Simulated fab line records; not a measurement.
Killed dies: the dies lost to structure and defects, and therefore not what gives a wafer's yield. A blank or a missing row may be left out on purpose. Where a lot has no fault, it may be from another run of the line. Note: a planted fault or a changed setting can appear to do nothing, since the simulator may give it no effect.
The tool behind it: which one? :: flow gf180mcu :: 12 lots, 36 wafers sampled, at 1 step of a route of 602

WHAT THE GAUGES READ, wafer by wafer
GF_V3_OVL_MEAS_15.
lot: L075
measured: day 22 09:03
on: overlay-02
V3_OVL (nm): 5 4 5

lot: L077
measured: day 24 02:24
on: overlay-01
V3_OVL (nm): 9 7 9

lot: L078
measured: day 24 03:42
on: overlay-02
V3_OVL (nm): 1 1 -1

lot: L081
measured: day 25 00:19
on: overlay-02
V3_OVL (nm): 0 -6 0

lot: L083
measured: day 25 18:34
on: overlay-02
V3_OVL (nm): -1 3 5

lot: L085
measured: day 26 10:31
on: overlay-01
V3_OVL (nm): 5 8 3

lot: L087
measured: day 26 20:20
on: overlay-01
V3_OVL (nm): -2 -7 3

lot: L089
measured: day 27 12:23
on: overlay-02
V3_OVL (nm): 2 0 1

lot: L091
measured: day 28 00:50
on: overlay-01
V3_OVL (nm): 1 -3 -1

lot: L093
measured: day 28 15:59
on: overlay-02
V3_OVL (nm): -5 -7 -4

lot: L095
measured: day 29 02:13
on: overlay-02
V3_OVL (nm): 8 1 6

lot: L097
measured: day 29 17:31
on: overlay-01
V3_OVL (nm): 5 5 5

TOOL THAT RAN EACH LOT (tool first, then ch and the chambers of the sampled wafers, then the start)
No process step before these readings appears in the record.

THE ANSWER, worked out from the rows above alone
Rule: the lots themselves supply what counts as usual. The widest of any qualifying gaps counts: lots, ordered by their means at a reading, are off when they make up no more than a third of the lots, leave a main group of 4 or more, and stand apart from it by 3 or more times the standard deviation of that group's means. If all means in a main group match to the digits the tables above print for the reading, that group is not used. A lot without any number at a reading at which 4 lots or more have one is off too. Any other lot the step has rows for is counted as sound.
Across all readings shown, no lot is off: no conclusion can be drawn from this.

WHAT THE SIMULATOR PUT IN
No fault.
